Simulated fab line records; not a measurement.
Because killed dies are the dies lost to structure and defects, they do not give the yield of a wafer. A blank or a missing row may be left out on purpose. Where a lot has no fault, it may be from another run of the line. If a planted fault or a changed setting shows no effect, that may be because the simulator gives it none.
fab line records	flow sky130
record: lots: 12	wafers: 36	lastDay: 50
route steps=708 shown METAL2@503 VIA2@521 METAL3@532 PAD_OPEN@708
lots that met no fault: from a run of the same line without faults
startH: hours from the record's first day to the start of the lot's first wafer shown	waitH: hours elapsed since this lot's preceding step	" same as the row above	L1.1+2: a single row standing in for several wafers	- no value present, or no start provided	* or withheld: withheld	< > ~ a bound
route shown NAME@n: a module of which the file shows steps, and the number in the route of the first	usual: average and standard deviation across the fault-free wafers	same: alike in all rows	chamber/n: place in a boat	sites: readings site by site	_std_site: their standard deviation	_edge_site: the outer-site mean with the inner-site mean subtracted	radiusMm: how far each site lies from the wafer's centre	mask NAME#n: copy n	behind: the last tool/chamber to shape the wafer	hold: cause of the lot's hold/its duration in hours/its outcome	device: whichever transistor did not switch (one of n, p or np)	end of line: tests of these same wafers at the route's end	for a step that has no rows: nothing shown but its recipe	killed: dies that structure and defects cost at the first sort, which is not the same as the wafer's yield	map: the dies of a wafer, with x for killed, . for not killed, _ for no die there
set.NAME: the setting that was run; set.NAME@STEP: the one run at that earlier step	model.NAME: the simulator's own value behind a step, which no gauge read
steps of the route over a sample of lots; a table a step, a row a wafer
services: from which hour (startH, from the record's first day; less than 0 if before it) a tool's chamber was out of use, for how many hours, and why
== steps ==
step: SKY_METAL2_STRIP_20
recipe: chemistry: O2/N2	powerW: 1400	pressureMtorr: 1500	platenTempC: withheld	o2FlowSccm: 3000	n2FlowSccm: 300	overashFraction: 0.5
usual: drypumpMotorCurrentA: 5.7/0.6	oesProductAu: 0.341/0.0049	stripTimeToEndpointS: 2.65/0.041
lot.wafer	tool	chamber	startH	waitH	drypumpMotorCurrentA	oesProductAu	rfHoursCounterH	stripTimeToEndpointS
L600.3	plasmaAsher-04	0	830.71	0.1	5.0	0.337	-	2.66
L600.4	"	1	"	"	5.4	0.332	-	2.65
L600.5	"	0	"	"	5.0	0.345	-	2.67
L603.1	plasmaAsher-03	0	853.04	0.1	5.7	0.347	45	2.75
L603.2	"	1	"	"	6.8	0.346	45	2.64
L603.4	"	0	"	"	5.7	0.343	-	2.73
L606.2	plasmaAsher-04	1	878.85	0.1	5.4	0.353	78	2.72
L606.3	"	1	"	"	5.4	0.344	-	2.73
L606.5	"	0	"	"	5.0	0.343	-	2.62
L607.1	plasmaAsher-03	1	886.84	0.1	6.8	0.341	48	2.71
L607.2	"	0	"	"	5.7	0.342	48	2.60
L607.4	"	1	"	"	6.8	0.336	-	2.58
L608.1	plasmaAsher-03	1	899.14	0.1	6.8	0.344	49	2.63
L608.4	"	0	"	"	5.7	0.340	-	2.66
L608.6	"	1	"	"	6.8	0.352	-	2.64
L609.4	plasmaAsher-03	1	899.71	0.1	6.8	0.340	-	2.67
L609.5	"	1	"	"	6.8	0.339	-	2.66
L609.6	"	0	"	"	5.7	0.345	-	2.68
L613.1	plasmaAsher-03	1	933.47	0.1	6.8	0.345	52	2.63
L613.2	"	0	"	"	5.8	0.340	52	2.69
L613.3	"	1	"	"	6.8	0.340	-	2.56
L616.1	plasmaAsher-01	0	949.74	0.1	5.5	0.338	21	2.61
L616.3	"	0	"	"	5.5	0.340	-	2.61
L616.6	"	1	"	"	6.3	0.339	-	2.70
L619.1	plasmaAsher-01	1	969.92	0.1	6.3	0.350	23	2.66
L619.3	"	0	"	"	5.5	0.332	-	2.67
L619.6	"	1	"	"	6.2	0.344	-	2.68
L620.1	plasmaAsher-04	0	971.35	0.1	5.0	0.341	87	2.63
L620.4	"	1	"	"	5.4	0.341	-	2.60
L620.5	"	0	"	"	5.0	0.335	-	2.60
L621.2	plasmaAsher-04	1	978.89	0.1	5.4	0.338	88	2.62
L621.3	"	0	"	"	5.0	0.339	-	2.62
L621.6	"	0	"	"	5.0	0.342	-	2.63
L622.3	plasmaAsher-04	0	980.14	0.1	5.0	0.338	-	2.60
L622.4	"	1	"	"	5.4	0.347	-	2.73
L622.6	"	0	"	"	5.0	0.348	-	2.70
step: SKY_VIA2_ETCH_14
recipe: chemistry: N2/H2	target: BARC	ionEnergyEv: 200	sourceW: 500	biasW: 100	pressureMtorr: 30	n2FlowSccm: 100	h2FlowSccm: 200	stopOn: SiO2	timeS: 45.9	targetDepthA: 600
usual: drypumpMotorCurrentA: 5.7/0.41	oesProductAu: 0.856/0.0048	rfFwdPowerW: 494.2/2.6	throttleValvePct: 13.225/0.0093
lot.wafer	tool	chamber	startH	waitH	drypumpMotorCurrentA	oesProductAu	rfFwdPowerW	rfHoursCounterH	throttleValvePct
L600.3	rieDiel-04	2	858.02	0.0	5.7	0.860	495.9	9	13.233
L600.4	"	3	"	"	5.7	0.848	495.4	-	13.235
L600.5	"	2	"	"	5.8	0.855	496.4	-	13.226
L603.1	rieDiel-01	3	880.65	0.0	5.6	0.850	492.1	15	13.224
L603.2	"	2	"	"	5.9	0.855	491.4	6	13.222
L603.4	"	1	"	"	5.7	0.853	494.8	10	13.220
L606.2	rieDiel-01	0	904.92	0.0	5.9	0.850	491.6	24	13.227
L606.3	"	1	"	"	5.7	0.853	492.5	11	13.223
L606.5	"	2	"	"	5.9	0.853	491.7	-	13.205
L607.1	rieDiel-01	1	913.17	0.0	5.7	0.851	577.6	11	13.234
L607.2	"	2	"	"	5.9	0.857	574.5	8	13.229
L607.4	"	0	"	"	6.0	0.856	574.5	25	13.206
L608.1	rieDiel-01	0	925.75	0.0	6.0	0.854	576.2	25	13.219
L608.4	"	3	"	"	5.5	0.860	570.7	16	13.233
L608.6	"	2	"	"	5.9	0.862	572.0	-	13.234
L609.4	rieDiel-04	0	925.77	0.0	5.7	0.848	496.0	16	13.226
L609.5	"	0	"	"	5.7	0.853	492.2	-	13.208
L609.6	"	1	"	"	6.5	0.851	496.8	-	13.222
L613.1	rieDiel-04	3	958.90	0.0	5.7	0.853	494.9	14	13.224
L613.2	"	1	"	"	6.5	0.849	494.7	7	13.241
L613.3	"	2	"	"	5.8	0.854	496.6	12	13.218
L616.1	rieDiel-04	1	975.31	0.0	6.5	0.858	494.3	8	13.228
L616.3	"	3	"	"	5.7	0.865	495.7	14	13.228
L616.6	"	2	"	"	5.8	0.850	497.2	-	13.232
L619.1	rieDiel-04	2	994.37	0.0	5.8	0.858	496.9	13	13.223
L619.3	"	1	"	"	6.5	0.861	494.3	8	13.214
L619.6	"	3	"	"	5.7	0.849	494.7	-	13.209
L620.1	rieDiel-01	0	995.70	0.0	6.0	0.856	492.5	27	13.222
L620.4	"	2	"	"	5.9	0.865	489.0	-	13.232
L620.5	"	1	"	"	5.7	0.857	496.2	-	13.213
L621.2	rieDiel-01	1	1003.77	0.0	5.7	0.854	494.1	14	13.220
L621.3	"	2	"	"	5.9	0.845	492.8	11	13.244
L621.6	"	1	"	"	5.7	0.861	494.1	-	13.219
L622.3	rieDiel-03	0	1004.28	0.0	5.9	0.858	496.6	-	13.227
L622.4	"	2	"	"	4.6	0.852	490.4	-	13.231
L622.6	"	0	"	"	5.9	0.855	494.5	-	13.228
step: SKY_VIA2_THK_MEAS_23
recipe: thkMeasGauge: xrf	reads: W_of_VIA2_CVD_21
usual: VIA2_W_THK: 430/7.4
lot.wafer	tool	chamber	startH	waitH	VIA2_W_THK[nm]
L600.3	filmMetro-04	-	859.12	0.1	425
L600.4	"	-	"	"	428
L600.5	"	-	"	"	425
L603.1	filmMetro-04	-	881.66	0.1	427
L603.2	"	-	"	"	425
L603.4	"	-	"	"	426
L606.2	filmMetro-01	-	905.94	0.1	425
L606.3	"	-	"	"	420
L606.5	"	-	"	"	424
L607.1	filmMetro-03	-	914.22	0.1	437
L607.2	"	-	"	"	439
L607.4	"	-	"	"	432
L608.1	filmMetro-03	-	926.76	0.1	435
L608.4	"	-	"	"	431
L608.6	"	-	"	"	432
L609.4	filmMetro-01	-	926.92	0.1	421
L609.5	"	-	"	"	423
L609.6	"	-	"	"	421
L613.1	filmMetro-03	-	960.25	0.1	435
L613.2	"	-	"	"	437
L613.3	"	-	"	"	435
L616.1	filmMetro-04	-	976.41	0.1	427
L616.3	"	-	"	"	431
L616.6	"	-	"	"	435
L619.1	filmMetro-03	-	995.38	0.1	435
L619.3	"	-	"	"	438
L619.6	"	-	"	"	436
L620.1	filmMetro-04	-	997.12	0.1	434
L620.4	"	-	"	"	434
L620.5	"	-	"	"	438
L621.2	filmMetro-03	-	1004.79	0.1	439
L621.3	"	-	"	"	440
L621.6	"	-	"	"	443
L622.3	filmMetro-01	-	1005.34	0.1	426
L622.4	"	-	"	"	429
L622.6	"	-	"	"	431
step: SKY_METAL3_SPUTTER_00
recipe: material: Ti	targetThkNm: 15	powerW: 3000	timeS: 10	chamberPressurePa: 0.4
usual: throttleValvePct: 30.6/1
lot.wafer	tool	chamber	startH	waitH	throttleValvePct
L600.3	pvdSputter-02	-	859.46	0.1	30.0
L600.4	"	-	"	"	29.6
L600.5	"	-	"	"	32.2
L603.1	pvdSputter-04	-	882.02	0.2	30.3
L603.2	"	-	"	"	30.1
L603.4	"	-	"	"	29.2
L606.2	pvdSputter-02	-	906.29	0.1	29.7
L606.3	"	-	"	"	30.0
L606.5	"	-	"	"	30.1
L607.1	pvdSputter-02	-	914.81	0.2	29.6
L607.2	"	-	"	"	32.0
L607.4	"	-	"	"	30.2
L608.1	pvdSputter-04	-	927.12	0.1	31.1
L608.4	"	-	"	"	30.2
L608.6	"	-	"	"	30.9
L609.4	pvdSputter-02	-	927.26	0.2	32.1
L609.5	"	-	"	"	30.4
L609.6	"	-	"	"	31.2
L613.1	pvdSputter-04	-	960.61	0.2	30.7
L613.2	"	-	"	"	29.4
L613.3	"	-	"	"	30.3
L616.1	pvdSputter-03	-	976.77	0.1	29.9
L616.3	"	-	"	"	33.2
L616.6	"	-	"	"	29.6
L619.1	pvdSputter-03	-	995.74	0.1	33.2
L619.3	"	-	"	"	31.2
L619.6	"	-	"	"	31.2
L620.1	pvdSputter-04	-	997.48	0.1	30.8
L620.4	"	-	"	"	30.3
L620.5	"	-	"	"	29.2
L621.2	pvdSputter-04	-	1005.14	0.1	29.0
L621.3	"	-	"	"	30.9
L621.6	"	-	"	"	30.3
L622.3	pvdSputter-03	-	1005.68	0.1	33.3
L622.4	"	-	"	"	31.3
L622.6	"	-	"	"	29.5
step: SKY_PAD_OPEN_PROBE_99
usual: defectLimitedYield: 82.3/1.9	killed_at_M0_to_M3: 44/7.4	killed_at_M4_up: 3.2/1.8	killedAtContacts: 25/5.2	killedAtFrontEnd: 15/4.5	killedAtOther: 0.2/0.43	killedDies: 87/9.6	killedOpen: 48/7.6	killedShort: 40/5.7	sort_bin_3_pad_short: 0.9/0.45	sort_bin_5_function: 10.5/1.5	sort_bin_6_memory: 6.3/1.2	sortNPass: 405/9.6	sortYieldPct: 82.3/1.9
same: grossDies: 492	killedAtBackSide: 0	sort_bin_4_leakage[%]: 0	sort_bin_8_speed[%]: 0
lot.wafer	tool	chamber	startH	waitH	defectLimitedYield[%]	killed_at_M0_to_M3	killed_at_M4_up	killedAtContacts	killedAtFrontEnd	killedAtOther	killedDies	killedOpen	killedShort	sort_bin_3_pad_short[%]	sort_bin_5_function[%]	sort_bin_6_memory[%]	sortNPass	sortYieldPct[%]
L600.3	prober-02	-	1082.61	0.2	82.9	33	3	26	21	1	84	51	33	0.2	8.3	8.5	408	82.9
L600.4	prober-02	-	1082.66	0.2	86.4	36	3	16	12	0	67	35	32	0.4	8.7	4.5	425	86.4
L600.5	prober-02	-	1082.71	0.2	83.3	49	3	19	11	0	82	50	32	0.6	9.6	6.5	410	83.3
L603.1	prober-01	-	1102.22	0.1	82.7	37	3	25	20	0	85	53	32	0	10.2	7.1	407	82.7
L603.2	prober-01	-	1102.27	0.1	81.1	39	3	35	16	0	93	44	49	1.0	10.8	7.1	399	81.1
L603.4	prober-01	-	1102.37	0.2	86.8	39	2	12	12	0	65	36	29	0.4	8.9	3.9	427	86.8
L606.2	prober-02	-	1118.79	0.1	83.1	40	4	25	14	0	83	49	34	0.6	8.1	8.1	409	83.1
L606.3	prober-02	-	1118.84	0.2	80.9	35	3	27	29	0	94	57	37	2.0	11.0	6.1	398	80.9
L606.5	prober-02	-	1118.94	0.2	84.3	32	5	18	22	0	77	38	39	1.0	9.3	5.3	415	84.3
L607.1	prober-01	-	1125.33	0.1	81.5	43	2	25	20	1	91	54	37	1.8	11.6	5.1	401	81.5
L607.2	prober-01	-	1125.38	0.1	85.2	43	1	18	11	0	73	41	32	0.4	8.9	5.5	419	85.2
L607.4	prober-01	-	1125.48	0.2	83.7	40	4	17	19	0	80	39	41	2.0	10.0	4.3	412	83.7
L608.1	prober-02	-	1137.85	0.1	81.3	53	0	28	11	0	92	51	41	1.2	11.6	5.9	400	81.3
L608.4	prober-02	-	1138.00	0.2	81.5	46	3	24	18	0	91	47	44	1.4	11.2	5.9	401	81.5
L608.6	prober-02	-	1138.10	0.2	83.3	46	1	29	6	0	82	49	33	0.6	11.8	4.3	410	83.3
L609.4	prober-01	-	1139.68	0.2	78.0	64	3	27	14	0	108	66	42	0.6	13.0	8.3	384	78.0
L609.5	prober-01	-	1139.73	0.2	83.7	35	3	30	12	0	80	38	42	0.6	8.9	6.7	412	83.7
L609.6	prober-01	-	1139.78	0.2	82.5	43	2	31	10	0	86	44	42	1.2	10.2	6.1	406	82.5
L613.1	prober-01	-	1161.23	0.1	82.7	39	7	23	16	0	85	50	35	0.4	11.0	5.9	407	82.7
L613.2	prober-01	-	1161.28	0.1	83.3	35	5	26	16	0	82	42	40	0.8	10.2	5.7	410	83.3
L613.3	prober-01	-	1161.33	0.2	83.7	33	5	29	13	0	80	33	47	2.0	7.9	6.3	412	83.7
L616.1	prober-02	-	1173.73	0.1	81.9	48	2	28	9	2	89	47	42	1.0	9.3	7.7	403	81.9
L616.3	prober-02	-	1173.83	0.2	85.4	36	5	22	9	0	72	34	38	0.6	7.1	6.9	420	85.4
L616.6	prober-02	-	1173.98	0.2	83.1	42	1	26	13	1	83	55	28	0.4	9.1	7.3	409	83.1
L619.1	prober-01	-	1188.02	0.1	82.5	39	3	22	22	0	86	45	41	1.2	10.4	5.9	406	82.5
L619.3	prober-01	-	1188.12	0.2	83.5	47	3	20	11	0	81	35	46	0.2	11.0	5.3	411	83.5
L619.6	prober-01	-	1188.27	0.2	79.9	56	2	22	18	1	99	56	43	1.0	14.2	4.9	393	79.9
L620.1	prober-02	-	1189.92	0.1	86.2	34	3	19	12	0	68	36	32	0.6	9.8	3.5	424	86.2
L620.4	prober-02	-	1190.07	0.2	83.1	34	5	29	15	0	83	46	37	0.4	10.4	6.1	409	83.1
L620.5	prober-02	-	1190.12	0.2	84.1	34	2	28	14	0	78	35	43	1.4	9.1	5.3	414	84.1
L621.2	prober-01	-	1194.28	0.1	82.7	46	5	18	16	0	85	48	37	0.4	8.9	7.9	407	82.7
L621.3	prober-01	-	1194.33	0.2	83.9	40	6	23	10	0	79	42	37	0.8	9.6	5.7	413	83.9
L621.6	prober-01	-	1194.48	0.2	81.1	39	6	29	19	0	93	46	47	1.8	11.2	5.9	399	81.1
L622.3	prober-02	-	1196.08	0.2	83.1	44	5	20	14	0	83	45	38	0.8	11.4	4.7	409	83.1
L622.4	prober-02	-	1196.13	0.2	82.7	41	6	20	17	1	85	43	42	1.6	11.2	4.5	407	82.7
L622.6	prober-02	-	1196.23	0.2	83.7	40	5	22	12	1	80	47	33	0.8	9.3	6.1	412	83.7
killed by level:class
L600.3 VIA1:geometricParticle:open=10 CONTACT:geometricParticle:open=9 FIELD_ISO:geometricParticle:open=7 LI_CONTACT:geometricParticle:open=7 VIA2:geometricParticle:open=5 FIELD_ISO:geometricParticle:short=4 LI_CONTACT:geometricParticle:short=4 LOCAL_INTERCONNECT:geometricParticle:short=4
L600.4 VIA1:geometricParticle:open=9 CONTACT:geometricParticle:open=8 METAL1:geometricParticle:short=6 FIELD_ISO:geometricParticle:short=5 LI_CONTACT:geometricParticle:open=5 VIA1:geometricParticle:short=5 VIA2:geometricParticle:short=4 FIELD_ISO:geometricParticle:open=3
L600.5 CONTACT:geometricParticle:open=8 VIA3:geometricParticle:open=8 VIA2:geometricParticle:short=7 VIA1:geometricParticle:open=7 VIA2:geometricParticle:open=7 LI_CONTACT:geometricParticle:open=5 FIELD_ISO:geometricParticle:open=4 METAL2:geometricParticle:short=4
L603.1 CONTACT:geometricParticle:open=10 LI_CONTACT:geometricParticle:open=9 VIA1:geometricParticle:open=7 VIA2:geometricParticle:open=7 FIELD_ISO:geometricParticle:open=5 POLY_GATE:geometricParticle:open=5 VIA1:geometricParticle:short=5 VIA3:geometricParticle:open=4
L603.2 CONTACT:geometricParticle:open=15 VIA1:geometricParticle:open=13 CONTACT:geometricParticle:short=11 METAL1:geometricParticle:short=7 POLY_GATE:geometricParticle:short=6 METAL2:geometricParticle:short=6 FIELD_ISO:geometricParticle:short=5 LI_CONTACT:geometricParticle:open=4
L603.4 VIA1:geometricParticle:open=8 VIA2:geometricParticle:open=7 VIA1:geometricParticle:short=6 VIA3:geometricParticle:open=5 FIELD_ISO:geometricParticle:open=4 CONTACT:geometricParticle:open=4 VIA2:geometricParticle:short=4 POLY_GATE:geometricParticle:short=3
L606.2 VIA1:geometricParticle:open=10 CONTACT:geometricParticle:open=9 VIA2:geometricParticle:open=6 LI_CONTACT:geometricParticle:open=5 LOCAL_INTERCONNECT:geometricParticle:short=5 FIELD_ISO:geometricParticle:open=4 POLY_GATE:geometricParticle:open=4 METAL2:geometricParticle:short=4
L606.3 LI_CONTACT:geometricParticle:open=11 POLY_GATE:geometricParticle:short=10 POLY_GATE:geometricParticle:open=9 VIA2:geometricParticle:open=9 CONTACT:geometricParticle:open=7 VIA1:geometricParticle:open=6 VIA3:geometricParticle:open=6 FIELD_ISO:geometricParticle:open=5
L606.5 CONTACT:geometricParticle:open=7 POLY_GATE:geometricParticle:open=6 METAL2:geometricParticle:short=6 VIA2:geometricParticle:open=6 LI_CONTACT:geometricParticle:open=5 METAL4:geometricParticle:short=5 FIELD_ISO:geometricParticle:short=4 VIA3:geometricParticle:short=4
L607.1 VIA1:geometricParticle:open=16 CONTACT:geometricParticle:open=14 POLY_GATE:geometricParticle:short=7 VIA1:geometricParticle:short=7 POLY_GATE:geometricParticle:open=6 VIA2:geometricParticle:open=6 METAL2:geometricParticle:short=5 LI_CONTACT:geometricParticle:open=4
L607.2 VIA1:geometricParticle:open=10 CONTACT:geometricParticle:open=9 VIA2:geometricParticle:open=9 VIA3:geometricParticle:open=6 LI_CONTACT:geometricParticle:short=4 VIA2:geometricParticle:short=4 VIA1:geometricParticle:short=3 POLY_GATE:geometricParticle:short=3
L607.4 VIA2:geometricParticle:open=11 POLY_GATE:geometricParticle:short=9 VIA1:geometricParticle:open=7 FIELD_ISO:geometricParticle:short=5 CONTACT:geometricParticle:open=5 METAL1:geometricParticle:short=5 LI_CONTACT:geometricParticle:open=4 VIA1:geometricParticle:short=4
L608.1 VIA3:geometricParticle:open=14 CONTACT:geometricParticle:open=11 VIA1:geometricParticle:open=10 VIA1:geometricParticle:short=8 LOCAL_INTERCONNECT:geometricParticle:short=7 VIA2:geometricParticle:open=6 FIELD_ISO:geometricParticle:short=4 LI_CONTACT:geometricParticle:open=4
L608.4 CONTACT:geometricParticle:open=10 METAL1:geometricParticle:short=8 POLY_GATE:geometricParticle:short=6 LOCAL_INTERCONNECT:geometricParticle:short=6 VIA1:geometricParticle:short=6 VIA1:geometricParticle:open=6 VIA2:geometricParticle:open=6 FIELD_ISO:geometricParticle:short=5
L608.6 VIA1:geometricParticle:open=15 CONTACT:geometricParticle:open=9 LI_CONTACT:geometricParticle:open=8 VIA3:geometricParticle:open=8 CONTACT:geometricParticle:short=6 VIA2:geometricParticle:open=4 METAL3:geometricParticle:short=4 VIA3:geometricParticle:short=4
L609.4 VIA1:geometricParticle:open=19 CONTACT:geometricParticle:open=10 VIA2:geometricParticle:open=9 FIELD_ISO:geometricParticle:open=6 VIA1:geometricParticle:short=6 VIA2:geometricParticle:short=6 METAL2:geometricParticle:short=6 LI_CONTACT:geometricParticle:open=5
L609.5 CONTACT:geometricParticle:open=10 VIA1:geometricParticle:open=9 LI_CONTACT:geometricParticle:open=7 METAL1:geometricParticle:short=7 LOCAL_INTERCONNECT:geometricParticle:short=6 METAL2:geometricParticle:short=6 CONTACT:geometricParticle:short=5 FIELD_ISO:geometricParticle:open=4
L609.6 VIA1:geometricParticle:open=15 CONTACT:geometricParticle:open=10 METAL2:geometricParticle:short=8 LOCAL_INTERCONNECT:geometricParticle:short=7 CONTACT:geometricParticle:short=7 VIA3:geometricParticle:short=6 VIA2:geometricParticle:open=4 VIA3:geometricParticle:open=4
L613.1 VIA1:geometricParticle:open=10 FIELD_ISO:geometricParticle:open=8 VIA2:geometricParticle:open=8 CONTACT:geometricParticle:open=7 CONTACT:geometricParticle:short=5 LI_CONTACT:geometricParticle:open=4 METAL1:geometricParticle:short=4 METAL2:geometricParticle:short=4
L613.2 CONTACT:geometricParticle:open=12 VIA3:geometricParticle:open=6 VIA2:geometricParticle:open=6 FIELD_ISO:geometricParticle:open=5 LI_CONTACT:geometricParticle:open=5 VIA1:geometricParticle:short=5 METAL4:geometricParticle:short=4 LI_CONTACT:geometricParticle:short=4
L613.3 CONTACT:geometricParticle:open=9 LI_CONTACT:geometricParticle:open=8 CONTACT:geometricParticle:short=7 VIA1:geometricParticle:open=6 VIA3:geometricParticle:short=6 FIELD_ISO:geometricParticle:short=5 METAL1:geometricParticle:short=4 VIA1:geometricParticle:short=4
L616.1 CONTACT:geometricParticle:open=12 VIA2:geometricParticle:open=10 VIA1:geometricParticle:open=9 LI_CONTACT:geometricParticle:open=5 METAL2:geometricParticle:short=5 VIA2:geometricParticle:short=5 METAL1:geometricParticle:short=4 METAL3:geometricParticle:short=4
L616.3 VIA1:geometricParticle:open=10 LOCAL_INTERCONNECT:geometricParticle:short=7 CONTACT:geometricParticle:open=7 METAL2:geometricParticle:short=7 VIA2:geometricParticle:open=6 VIA1:geometricParticle:short=5 METAL4:geometricParticle:short=4 CONTACT:geometricParticle:short=3
L616.6 LI_CONTACT:geometricParticle:open=9 CONTACT:geometricParticle:open=9 VIA1:geometricParticle:open=8 VIA2:geometricParticle:open=6 VIA3:geometricParticle:open=6 METAL1:geometricParticle:short=5 METAL2:geometricParticle:open=5 METAL2:geometricParticle:short=4
L619.1 CONTACT:geometricParticle:open=10 VIA1:geometricParticle:open=8 FIELD_ISO:geometricParticle:short=7 VIA3:geometricParticle:open=7 METAL2:geometricParticle:short=6 FIELD_ISO:geometricParticle:open=5 LI_CONTACT:geometricParticle:open=4 METAL3:geometricParticle:short=4
L619.3 VIA1:geometricParticle:open=10 CONTACT:geometricParticle:open=8 METAL1:geometricParticle:short=8 METAL2:geometricParticle:short=8 FIELD_ISO:geometricParticle:short=5 CONTACT:geometricParticle:short=5 VIA2:geometricParticle:open=5 LI_CONTACT:geometricParticle:open=4
L619.6 VIA1:geometricParticle:open=20 VIA2:geometricParticle:open=8 LI_CONTACT:geometricParticle:open=8 METAL1:geometricParticle:short=7 VIA1:geometricParticle:short=6 CONTACT:geometricParticle:short=5 VIA2:geometricParticle:short=5 FIELD_ISO:geometricParticle:short=4
L620.1 VIA1:geometricParticle:open=8 CONTACT:geometricParticle:open=7 VIA2:geometricParticle:open=5 POLY_GATE:geometricParticle:short=4 METAL1:geometricParticle:short=4 FIELD_ISO:geometricParticle:open=3 VIA1:geometricParticle:short=3 LOCAL_INTERCONNECT:geometricParticle:open=3
L620.4 CONTACT:geometricParticle:open=9 LI_CONTACT:geometricParticle:open=8 METAL2:geometricParticle:short=7 VIA1:geometricParticle:open=6 VIA3:geometricParticle:open=5 FIELD_ISO:geometricParticle:short=4 LOCAL_INTERCONNECT:geometricParticle:short=4 CONTACT:geometricParticle:short=4
L620.5 CONTACT:geometricParticle:open=8 LOCAL_INTERCONNECT:geometricParticle:short=7 CONTACT:geometricParticle:short=7 VIA1:geometricParticle:short=7 VIA1:geometricParticle:open=6 POLY_GATE:geometricParticle:open=4 LI_CONTACT:geometricParticle:open=4 METAL2:geometricParticle:short=4
L621.2 VIA1:geometricParticle:open=11 VIA2:geometricParticle:open=9 LI_CONTACT:geometricParticle:open=6 CONTACT:geometricParticle:open=5 METAL2:geometricParticle:short=5 VIA3:geometricParticle:open=5 POLY_GATE:geometricParticle:short=4 METAL3:geometricParticle:short=4
L621.3 VIA1:geometricParticle:open=9 VIA3:geometricParticle:open=9 VIA1:geometricParticle:short=7 CONTACT:geometricParticle:short=5 LOCAL_INTERCONNECT:geometricParticle:short=5 CONTACT:geometricParticle:open=5 VIA2:geometricParticle:open=5 METAL4:geometricParticle:short=5
L621.6 METAL1:geometricParticle:short=11 CONTACT:geometricParticle:open=9 VIA1:geometricParticle:open=9 LI_CONTACT:geometricParticle:open=6 POLY_GATE:geometricParticle:open=6 CONTACT:geometricParticle:short=6 FIELD_ISO:geometricParticle:short=5 METAL4:geometricParticle:short=5
L622.3 VIA3:geometricParticle:open=10 CONTACT:geometricParticle:open=8 METAL2:geometricParticle:short=8 VIA1:geometricParticle:open=7 LI_CONTACT:geometricParticle:open=6 METAL1:geometricParticle:short=5 METAL4:geometricParticle:short=5 POLY_GATE:geometricParticle:short=4
L622.4 VIA1:geometricParticle:open=11 METAL1:geometricParticle:short=9 LOCAL_INTERCONNECT:geometricParticle:short=6 CONTACT:geometricParticle:open=6 FIELD_ISO:geometricParticle:short=5 FIELD_ISO:geometricParticle:open=4 METAL4:geometricParticle:short=4 VIA2:geometricParticle:open=4
L622.6 VIA1:geometricParticle:open=13 LI_CONTACT:geometricParticle:open=10 VIA1:geometricParticle:short=6 POLY_GATE:geometricParticle:open=5 CONTACT:geometricParticle:short=4 METAL1:geometricParticle:short=4 VIA2:geometricParticle:open=4 VIA2:geometricParticle:short=4
== services ==
tool	chamber	startH	hours	kind
plasmaAsher-04	-	807.57	1.1	repair
rieDiel-04	0	809.73	7.5	repair
rieDiel-01	1	810.01	7.8	repair
plasmaAsher-01	-	822.76	0.4	repair
rieDiel-01	1	827.06	4.0	repair
pvdSputter-02	-	854.54	4.9	repair
rieDiel-04	1	855.31	9.0	repair
plasmaAsher-03	-	860.50	2.3	repair
plasmaAsher-04	-	876.46	0.5	repair
rieDiel-04	0	876.94	11.7	repair
pvdSputter-03	-	879.64	4.4	repair
pvdSputter-03	-	883.67	0.6	repair
plasmaAsher-04	-	887.07	1.9	repair
plasmaAsher-04	-	931.17	2.8	repair
rieDiel-03	3	934.45	3.5	repair
rieDiel-01	3	940.18	12.8	repair
rieDiel-01	0	940.48	4.9	repair
rieDiel-03	-	978.99	2.0	repair
pvdSputter-04	-	983.36	7.5	repair
rieDiel-03	-	984.03	2.1	repair
rieDiel-01	3	991.90	7.3	repair
pvdSputter-03	-	993.22	1.9	repair
plasmaAsher-01	-	1000.92	0.3	repair
rieDiel-03	3	1002.94	18.6	repair
== key ==
firstSign: step: SKY_VIA2_ETCH_14	reading: rfFwdPowerW	direction: up	sigmas: 31	usual: 494.2	struck: 574.3
effect none on later readings
metAt SKY_VIA2_ETCH_14
struckLots L607,L608
notActingAt SKY_METAL2_STRIP_20,SKY_VIA2_THK_MEAS_23,SKY_METAL3_SPUTTER_00
onsetBetween 904.92 913.17
fault: kind: processParameterDrift	tool: rieDiel-01	chamber: -	onsetH: 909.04	steps: SKY_VIA2_ETCH_14	channel: sourceW	offset: 80	shape: step	endH: 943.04	actsIn: theseRecipesOnly	stated: 500
